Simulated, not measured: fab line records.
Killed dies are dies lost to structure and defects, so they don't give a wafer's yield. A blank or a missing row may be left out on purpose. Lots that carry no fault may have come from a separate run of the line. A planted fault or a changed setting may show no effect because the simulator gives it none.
2 desks, one fault / flow sky130 / what lay behind the numbers comes last; until then each desk has only its own

## FROM THE METROLOGY DESK
What the gauges read, lot by lot, whatever tool the lot ran on: means of the sampled wafers that have a number. Any lot whose mean is over 4 standard deviations away from the usual mean is out of limits and marked OUT; that distance is given in the brackets.
Columns: A = SONOS_ONO_OVL at SKY_SONOS_ONO_OVL_MEAS_14, usual 0.0 nm; B = cd_nm at SKY_SD_N_CD_MEAS_07, usual 380.0 nm
lot=L897; first seen here=day 12 22:24; A=-2.1; B=381.5
lot=L898; first seen here=day 13 07:11; A=-0.7; B=380.1
lot=L899; first seen here=day 13 12:04; A=0.1; B=381.2
lot=L901; first seen here=day 14 03:17; A=-1.3; B=380.0
lot=L902; first seen here=day 14 08:18; A=-0.3; B=380.7
lot=L903; first seen here=day 14 16:51; A=-1.7; B=383.5
lot=L904; first seen here=day 14 20:20; A=0.9; B=378.9
lot=L910; first seen here=day 17 06:28; A=1.9; B=381.7
lot=L912; first seen here=day 17 21:14; A=-0.3; B=381.7
lot=L911; first seen here=day 17 22:00; A=-0.5; B=382.0
lot=L918; first seen here=day 19 23:50; A=0.8; B=384.6
lot=L919; first seen here=day 20 06:21; A=-0.2; B=373.5
lot=L920; first seen here=day 20 15:05; A=-0.2; B=382.6
Result from this desk: across the 13 lots, nothing is out of limits.

## THE TOOL OWNER'S DESK: implanter-04
The tool's own readings at SKY_LDD_N_IMPLANT_15, given as means over the sampled wafers that have a number, one for each lot that went through this tool. Any lot whose mean is over 4 standard deviations away from the usual mean is out of limits and marked OUT; that distance is given in the brackets.
Columns: A = dose_ions_cm2 at SKY_LDD_N_IMPLANT_15, usual 4.998e+12; B = faraday_current_uA at SKY_LDD_N_IMPLANT_15, usual 28.1
lot=L898; first seen here=day 19 07:28; A=4.996e+12; B=28.0
lot=L902; first seen here=day 19 16:04; A=4.999e+12; B=28.4
lot=L904; first seen here=day 20 06:24; A=5.002e+12; B=28.0
lot=L910; first seen here=day 22 22:06; A=4.996e+12; B=28.0
lot=L912; first seen here=day 23 12:42; A=2.199e+12 (-99 or more) OUT; B=12.4 (-27) OUT
lot=L911; first seen here=day 23 16:33; A=2.191e+12 (-99 or more) OUT; B=12.4 (-27) OUT
Finding of this desk: L911, L912 out of limits; the first was L912 at day 23 12:42, on dose_ions_cm2 at SKY_LDD_N_IMPLANT_15. Within limits: L898, L902, L904, L910.

## TAKEN TOGETHER
On L911, L912, at day 23 12:42, an alarm was possible from the tool owner's desk.
The metrology desk saw nothing out of limits.
The metrology desk has L911, L912 on record, within its limits.
Every lot named ran SKY_LDD_N_IMPLANT_15 on implanter-04.

## WHAT THE SIMULATOR HAD PUT IN
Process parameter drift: implanter-04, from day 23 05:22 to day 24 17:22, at SKY_LDD_N_IMPLANT_15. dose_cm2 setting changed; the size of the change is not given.
Shown lots that were struck: L911, L912.
Hours from the fault's start to each desk's first reading out of limits: the tool owner's desk, 7.
